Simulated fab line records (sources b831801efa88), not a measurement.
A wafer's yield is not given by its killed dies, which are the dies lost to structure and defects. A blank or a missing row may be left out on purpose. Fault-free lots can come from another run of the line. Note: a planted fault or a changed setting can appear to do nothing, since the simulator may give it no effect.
Which tool is to blame? :: flow gf180mcu :: 39 wafers from 13 lots sampled at 5 of the route's 602 steps

WHAT THE GAUGES READ, wafer by wafer
GF_HV_LDD_CD_MEAS_31: target cd 400 nm. Usual: cd_nm at 400.5 nm, with a standard deviation of 2.5.
lot: L267
measured: day 11 14:39
on: cd_sem-01
cd_nm (nm): 401.5 399.5 401.9
flag: 

lot: L268
measured: day 11 22:42
on: cd_sem-01
cd_nm (nm): 403.3 403.2 403.8
flag: 

lot: L269
measured: day 12 02:33
on: cd_sem-01
cd_nm (nm): 401.3 401.2 401.2
flag: 

lot: L270
measured: day 12 17:02
on: cd_sem-02
cd_nm (nm): 406.2 403.5 404.0
flag: 

lot: L271
measured: day 12 19:52
on: cd_sem-01
cd_nm (nm): 400.7 400.6 401.6
flag: 

lot: L272
measured: day 13 05:55
on: cd_sem-01
cd_nm (nm): 400.0 399.4 401.9
flag: 

lot: L276
measured: day 14 10:16
on: cd_sem-02
cd_nm (nm): 422.0 422.9 422.4
flag: OFF

lot: L277
measured: day 14 20:16
on: cd_sem-01
cd_nm (nm): 396.8 396.8 399.1
flag: 

lot: L278
measured: day 15 11:01
on: cd_sem-02
cd_nm (nm): 421.3 419.0 423.0
flag: OFF

lot: L284
measured: day 17 01:18
on: cd_sem-02
cd_nm (nm): 402.7 403.2 403.8
flag: 

lot: L285
measured: day 17 11:10
on: cd_sem-01
cd_nm (nm): 400.3 400.0 398.5
flag: 

lot: L286
measured: day 17 17:41
on: cd_sem-02
cd_nm (nm): 402.5 403.0 401.8
flag: 

lot: L290
measured: day 19 03:44
on: cd_sem-01
cd_nm (nm): 400.4 402.7 401.1
flag: 

GF_CONTACT_THK_MEAS_26: measures by xrf. Usual: CONTACT_W_THK typically reads 301 nm, with standard deviation 6.4.
lot: L267
measured: day 16 04:44
on: film_metro-02
CONTACT_W_THK (nm): 301 296 297
flag: 

lot: L268
measured: day 16 13:35
on: film_metro-01
CONTACT_W_THK (nm): 293 290 297
flag: 

lot: L269
measured: day 16 19:11
on: film_metro-02
CONTACT_W_THK (nm): 301 306 298
flag: 

lot: L270
measured: day 17 10:51
on: film_metro-02
CONTACT_W_THK (nm): 310 308 302
flag: 

lot: L271
measured: day 17 16:06
on: film_metro-02
CONTACT_W_THK (nm): 305 304 296
flag: 

lot: L272
measured: day 18 04:21
on: film_metro-04
CONTACT_W_THK (nm): 299 303 308
flag: 

lot: L276
measured: day 19 10:04
on: film_metro-04
CONTACT_W_THK (nm): 293 294 306
flag: 

lot: L277
measured: day 20 00:35
on: film_metro-02
CONTACT_W_THK (nm): 298 308 308
flag: 

lot: L278
measured: day 20 15:11
on: film_metro-04
CONTACT_W_THK (nm): 299 298 309
flag: 

lot: L284
measured: day 22 08:08
on: film_metro-01
CONTACT_W_THK (nm): 302 313 297
flag: 

lot: L285
measured: day 22 16:09
on: film_metro-01
CONTACT_W_THK (nm): 316 316 304
flag: 

lot: L286
measured: day 22 22:58
on: film_metro-04
CONTACT_W_THK (nm): 308 307 305
flag: 

lot: L290
measured: day 24 07:34
on: film_metro-02
CONTACT_W_THK (nm): 299 298 296
flag: 

GF_M1_RS_MEAS_05: measures by four-point-probe. Usual: M1_ALCU_RS typically reads 0.0694 ohm/sq, with standard deviation 0.00096.
lot: L267
measured: day 16 05:19
on: film_metro-03
M1_ALCU_RS (ohm/sq): 0.0691 0.0686 0.0683
flag: 

lot: L268
measured: day 16 14:11
on: film_metro-03
M1_ALCU_RS (ohm/sq): 0.0674 0.0694 0.0683
flag: 

lot: L269
measured: day 16 19:47
on: film_metro-03
M1_ALCU_RS (ohm/sq): 0.0705 0.0698 0.0705
flag: 

lot: L270
measured: day 17 11:26
on: film_metro-03
M1_ALCU_RS (ohm/sq): 0.0703 0.0699 0.0710
flag: 

lot: L271
measured: day 17 16:41
on: film_metro-02
M1_ALCU_RS (ohm/sq): 0.0690 0.0702 0.0693
flag: 

lot: L272
measured: day 18 04:56
on: film_metro-03
M1_ALCU_RS (ohm/sq): 0.0712 0.0693 0.0684
flag: 

lot: L276
measured: day 19 10:39
on: film_metro-03
M1_ALCU_RS (ohm/sq): 0.0671 0.0672 0.0689
flag: 

lot: L277
measured: day 20 01:10
on: film_metro-02
M1_ALCU_RS (ohm/sq): 0.0690 0.0691 0.0696
flag: 

lot: L278
measured: day 20 15:46
on: film_metro-03
M1_ALCU_RS (ohm/sq): 0.0717 0.0711 0.0709
flag: 

lot: L284
measured: day 22 08:43
on: film_metro-03
M1_ALCU_RS (ohm/sq): 0.0690 0.0683 0.0689
flag: 

lot: L285
measured: day 22 16:44
on: film_metro-02
M1_ALCU_RS (ohm/sq): 0.0687 0.0677 0.0677
flag: 

lot: L286
measured: day 22 23:34
on: film_metro-03
M1_ALCU_RS (ohm/sq): 0.0699 0.0682 0.0702
flag: 

lot: L290
measured: day 24 08:09
on: film_metro-04
M1_ALCU_RS (ohm/sq): 0.0714 0.0697 0.0695
flag: 

TOOL THAT RAN EACH LOT (tool first, then ch and the chambers of the sampled wafers, then the start)
lot: L267
GF_HV_LDD_EXPOSE_28: iline_stepper-02 ch 0, day 11 05:33
GF_M1_SPUTTER_04: pvd_sputter-04, day 16 05:17

lot: L268
GF_HV_LDD_EXPOSE_28: iline_stepper-02 ch 0, day 11 13:31
GF_M1_SPUTTER_04: pvd_sputter-01, day 16 14:08

lot: L269
GF_HV_LDD_EXPOSE_28: iline_stepper-01 ch 0, day 11 16:53
GF_M1_SPUTTER_04: pvd_sputter-01, day 16 19:44

lot: L270
GF_HV_LDD_EXPOSE_28: iline_stepper-01 ch 0, day 12 07:43
GF_M1_SPUTTER_04: pvd_sputter-01, day 17 11:23

lot: L271
GF_HV_LDD_EXPOSE_28: iline_stepper-01 ch 0, day 12 10:33
GF_M1_SPUTTER_04: pvd_sputter-03, day 17 16:38

lot: L272
GF_HV_LDD_EXPOSE_28: iline_stepper-01 ch 0, day 12 20:04
GF_M1_SPUTTER_04: pvd_sputter-04, day 18 04:53

lot: L276
GF_HV_LDD_EXPOSE_28: iline_stepper-02 ch 0, day 13 23:58
GF_M1_SPUTTER_04: pvd_sputter-01, day 19 10:35

lot: L277
GF_HV_LDD_EXPOSE_28: iline_stepper-01 ch 0, day 14 09:44
GF_M1_SPUTTER_04: pvd_sputter-04, day 20 01:08

lot: L278
GF_HV_LDD_EXPOSE_28: iline_stepper-02 ch 0, day 15 00:26
GF_M1_SPUTTER_04: pvd_sputter-03, day 20 15:44

lot: L284
GF_HV_LDD_EXPOSE_28: iline_stepper-01 ch 0, day 16 14:37
GF_M1_SPUTTER_04: pvd_sputter-03, day 22 08:40

lot: L285
GF_HV_LDD_EXPOSE_28: iline_stepper-01 ch 0, day 16 23:56
GF_M1_SPUTTER_04: pvd_sputter-03, day 22 16:41

lot: L286
GF_HV_LDD_EXPOSE_28: iline_stepper-01 ch 0, day 17 05:34
GF_M1_SPUTTER_04: pvd_sputter-01, day 22 23:30

lot: L290
GF_HV_LDD_EXPOSE_28: iline_stepper-01 ch 0, day 18 15:55
GF_M1_SPUTTER_04: pvd_sputter-03, day 24 08:07
- GF_HV_LDD_EXPOSE_28: exposes mask Nplus HV AREA, target cd 400 nm.
- GF_M1_SPUTTER_04: material TiN, target thk 50 nm, time 41.7 s.

WHAT THE TOOLS THEMSELVES READ (means of the sampled wafers that have a number; where no wafer has one, the mark that the record gives instead)
GF_HV_LDD_EXPOSE_28. Usual: exposure_dose_mJ_cm2 139.99, standard deviation 0.15; stage_vel_mm_s 499.99 mm/s, standard deviation 0.24.
lot: L267
tool: iline_stepper-02
exposure_dose_mJ_cm2: 139.90
stage_vel_mm_s (mm/s): 499.77
flag: 

lot: L268
tool: iline_stepper-02
exposure_dose_mJ_cm2: 139.85
stage_vel_mm_s (mm/s): 499.96
flag: 

lot: L269
tool: iline_stepper-01
exposure_dose_mJ_cm2: 140.10
stage_vel_mm_s (mm/s): 500.10
flag: 

lot: L270
tool: iline_stepper-01
exposure_dose_mJ_cm2: 139.86
stage_vel_mm_s (mm/s): 499.98
flag: 

lot: L271
tool: iline_stepper-01
exposure_dose_mJ_cm2: 140.02
stage_vel_mm_s (mm/s): 500.28
flag: 

lot: L272
tool: iline_stepper-01
exposure_dose_mJ_cm2: 140.03
stage_vel_mm_s (mm/s): 499.93
flag: 

lot: L276
tool: iline_stepper-02
exposure_dose_mJ_cm2: 151.89
stage_vel_mm_s (mm/s): 500.19
flag: OFF

lot: L277
tool: iline_stepper-01
exposure_dose_mJ_cm2: 139.90
stage_vel_mm_s (mm/s): 499.90
flag: 

lot: L278
tool: iline_stepper-02
exposure_dose_mJ_cm2: 151.84
stage_vel_mm_s (mm/s): 499.98
flag: OFF

lot: L284
tool: iline_stepper-01
exposure_dose_mJ_cm2: 140.10
stage_vel_mm_s (mm/s): 500.05
flag: 

lot: L285
tool: iline_stepper-01
exposure_dose_mJ_cm2: 140.05
stage_vel_mm_s (mm/s): 499.84
flag: 

lot: L286
tool: iline_stepper-01
exposure_dose_mJ_cm2: 140.06
stage_vel_mm_s (mm/s): 499.92
flag: 

lot: L290
tool: iline_stepper-01
exposure_dose_mJ_cm2: 139.80
stage_vel_mm_s (mm/s): 500.13
flag: 

GF_M1_SPUTTER_04. Usual: throttle_valve_pct at 30.2 %, with a standard deviation of 1.4.
lot: L267
tool: pvd_sputter-04
throttle_valve_pct (%): 29.9
flag: 

lot: L268
tool: pvd_sputter-01
throttle_valve_pct (%): 30.2
flag: 

lot: L269
tool: pvd_sputter-01
throttle_valve_pct (%): 30.3
flag: 

lot: L270
tool: pvd_sputter-01
throttle_valve_pct (%): 30.2
flag: 

lot: L271
tool: pvd_sputter-03
throttle_valve_pct (%): 30.9
flag: 

lot: L272
tool: pvd_sputter-04
throttle_valve_pct (%): 30.7
flag: 

lot: L276
tool: pvd_sputter-01
throttle_valve_pct (%): 29.9
flag: 

lot: L277
tool: pvd_sputter-04
throttle_valve_pct (%): 29.7
flag: 

lot: L278
tool: pvd_sputter-03
throttle_valve_pct (%): 30.1
flag: 

lot: L284
tool: pvd_sputter-03
throttle_valve_pct (%): 30.9
flag: 

lot: L285
tool: pvd_sputter-03
throttle_valve_pct (%): 30.0
flag: 

lot: L286
tool: pvd_sputter-01
throttle_valve_pct (%): 29.6
flag: 

lot: L290
tool: pvd_sputter-03
throttle_valve_pct (%): 30.0
flag: 

THE ANSWER, worked out from the rows above alone
Rule: lot off if the mean of its wafers having a number is beyond 3 standard deviations from the usual mean. A lot without any number at a reading at which 4 lots or more have one is off too. The other lots that the step has rows for count as sound. Order of review: gauges by route order, followed by the tools' own readings, for which a lot's mean as printed above is used. The first step at which some lot is off is used, and at that step the reading that is off furthest; a lot without a number counts as furthest.
Off: L276, L278 (GF_HV_LDD_CD_MEAS_31, cd_nm).
If a tool, at a process step before that reading, ran all the lots that are off and no sound lot after the first of them, it fits. The gauges at GF_HV_LDD_CD_MEAS_31 aren't tried: what is off there is off at GF_HV_LDD_EXPOSE_28 too, on other tools, and a gauge's error can't cause that. One candidate fits, namely iline_stepper-02 at GF_HV_LDD_EXPOSE_28. A fault onset in the window from L268 (day 11 13:31, its last sound lot) to L276 (day 13 23:58, its first lot off) fits.
On the lots that are off, the tool's own readings at GF_HV_LDD_EXPOSE_28 differ by more than 5 times the standard deviation of the sound lots' means, which bears it out; exposure_dose_mJ_cm2 reads 151.87 there versus 139.97 on the sound lots.

WHAT WAS PUT IN BY THE SIMULATOR
Process parameter drift: iline_stepper-02, from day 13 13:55 on, at GF_HV_LDD_EXPOSE_28. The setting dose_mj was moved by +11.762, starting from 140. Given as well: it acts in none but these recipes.
Struck lots among those shown: L276, L278. The rule given above showed the same thing.
